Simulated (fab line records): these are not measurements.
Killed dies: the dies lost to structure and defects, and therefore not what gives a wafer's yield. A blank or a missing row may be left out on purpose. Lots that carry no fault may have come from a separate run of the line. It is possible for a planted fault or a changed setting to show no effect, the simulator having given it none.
Which of the tools did it? | flow sky130 | 39 wafers from 13 lots sampled at 3 of the route's 708 steps

WHAT THE GAUGES READ, wafer by wafer
SKY_POLY_GATE_THK_MEAS_21. Usual: for POLY_GATE_OXIDATION_THK the level is 4.01 nm and the standard deviation is 0.069.
lot  | measured     | on            | POLY_GATE_OXIDATION_THK (nm) | flag
L636 | day 17 03:53 | film_metro-04 | 3.82 3.93 4.00               |
L637 | day 17 19:22 | film_metro-02 | 4.08 4.10 4.04               |
L639 | day 18 02:26 | film_metro-04 | 4.13 4.10 4.09               |
L640 | day 19 01:04 | film_metro-01 | 4.11 4.05 4.10               |
L641 | day 19 02:20 | film_metro-02 | 3.98 3.93 3.96               |
L643 | day 19 16:16 | film_metro-04 | 3.98 3.96 3.98               |
L644 | day 20 03:16 | film_metro-02 | 3.95 3.91 3.95               |
L646 | day 20 17:03 | film_metro-01 | 3.93 3.94 4.06               |
L648 | day 21 06:52 | film_metro-04 | 3.92 3.88 3.90               |
L647 | day 21 10:32 | film_metro-04 | 4.03 4.13 4.06               |
L650 | day 22 04:53 | film_metro-02 | 4.03 4.00 4.06               |
L656 | day 23 20:57 | film_metro-01 | 4.03 3.97 3.95               |
L658 | day 24 22:19 | film_metro-02 | 4.04 4.01 4.11               |

SKY_LDD_HVN_OVL_MEAS_07. Usual: for LDD_HVN_OVL the level is -1.5 nm and the standard deviation is 1.4.
lot  | measured     | on         | LDD_HVN_OVL (nm) | flag
L636 | day 20 22:49 | overlay-01 | -2.1 -0.3 -3.0   |
L637 | day 21 16:22 | overlay-02 | -2.4 -2.5 -2.2   |
L639 | day 21 23:19 | overlay-01 | -3.1 -4.2 -3.7   |
L640 | day 22 22:26 | overlay-01 | 1.2 0.6 0.7      |
L641 | day 23 00:40 | overlay-01 | 0.3 -2.9 -1.1    |
L643 | day 23 12:58 | overlay-01 | -3.5 -2.7 -2.1   |
L644 | day 23 23:46 | overlay-02 | -2.5 -3.5 -3.5   |
L646 | day 24 14:02 | overlay-02 | -0.7 -1.1 -0.5   |
L648 | day 25 02:59 | overlay-01 | -3.0 -2.5 -1.6   |
L647 | day 25 07:05 | overlay-01 | 0.7 -0.6 -0.8    |
L650 | day 26 01:19 | overlay-02 | -1.7 -1.7 -2.0   |
L656 | day 27 16:37 | overlay-01 | -1.2 -1.8 -1.7   |
L658 | day 28 15:50 | overlay-02 | -1.6 -1.3 -1.0   |

TOOL THAT RAN EACH LOT (tool first, then ch and the chambers of the sampled wafers, then the start)
lot  | SKY_LDD_P_HMDS_01
L636 | litho_track-04 ch 0, day 19 01:38
L637 | litho_track-04 ch 0, day 19 16:44
L639 | litho_track-01 ch 0, day 20 01:06
L640 | litho_track-01 ch 0, day 20 23:30
L641 | litho_track-01 ch 0, day 21 01:03
L643 | litho_track-04 ch 0, day 21 15:53
L644 | litho_track-04 ch 0, day 22 01:10
L646 | litho_track-01 ch 0, day 22 16:39
L648 | litho_track-04 ch 0, day 23 06:14
L647 | litho_track-01 ch 0, day 23 09:10
L650 | litho_track-04 ch 0, day 24 03:50
L656 | litho_track-03 ch 0, day 25 19:56
L658 | litho_track-01 ch 0, day 26 20:31
- SKY_LDD_P_HMDS_01: prime time 60 s.

AS READ BY THE TOOLS THEMSELVES (means over the sampled wafers that have a number; for cases with no such wafer, the mark the record gives instead)
SKY_LDD_P_HMDS_01. Usual: 119.98 C for prime_temp_c, sd 0.13.
lot  | tool           | prime_temp_c (C) | flag
L636 | litho_track-04 | 119.86           |
L637 | litho_track-04 | 120.00           |
L639 | litho_track-01 | 119.78           |
L640 | litho_track-01 | 120.08           |
L641 | litho_track-01 | 119.92           |
L643 | litho_track-04 | 120.02           |
L644 | litho_track-04 | 120.01           |
L646 | litho_track-01 | 120.07           |
L648 | litho_track-04 | 117.84           | OFF
L647 | litho_track-01 | 120.09           |
L650 | litho_track-04 | 117.75           | OFF
L656 | litho_track-03 | 119.96           |
L658 | litho_track-01 | 120.04           |

THE ANSWER, worked out from the rows above alone
Rule: take the mean of a lot's wafers that have a number; if it is more than 3 standard deviations from the usual mean, the lot is off. A lot without any number at a reading at which 4 lots or more have one is off too. Where the step has rows for the other lots, those lots are counted as sound. After the gauges, taken in route order, come the tools' own readings; for these a lot's mean is taken, as printed above. At the first step where some lot is off, the reading lying furthest off is the one used; lots without a number count as furthest.
Off: L648, L650, at SKY_LDD_P_HMDS_01 (prime_temp_c).
A tool fits if, at that step or a process step before it, it ran every lot that is off, and no sound lot after the first of them. One fits: litho_track-04 at SKY_LDD_P_HMDS_01. A fault onset in the window from L644 (day 22 01:10, its last sound lot) to L648 (day 23 06:14, its first lot off) fits.
The tool's own readings at SKY_LDD_P_HMDS_01 bear it out: on the lots that are off they differ by more than 5 times the standard deviation of the sound lots' means. prime_temp_c reads 117.80 C there against 119.98 C on the sound lots.

WHAT THE SIMULATOR HAD PUT IN
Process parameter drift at SKY_LDD_P_HMDS_01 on litho_track-04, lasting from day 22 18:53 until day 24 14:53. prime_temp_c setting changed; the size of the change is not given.
Struck lots among those shown: L648, L650. The rule above reached the same finding.
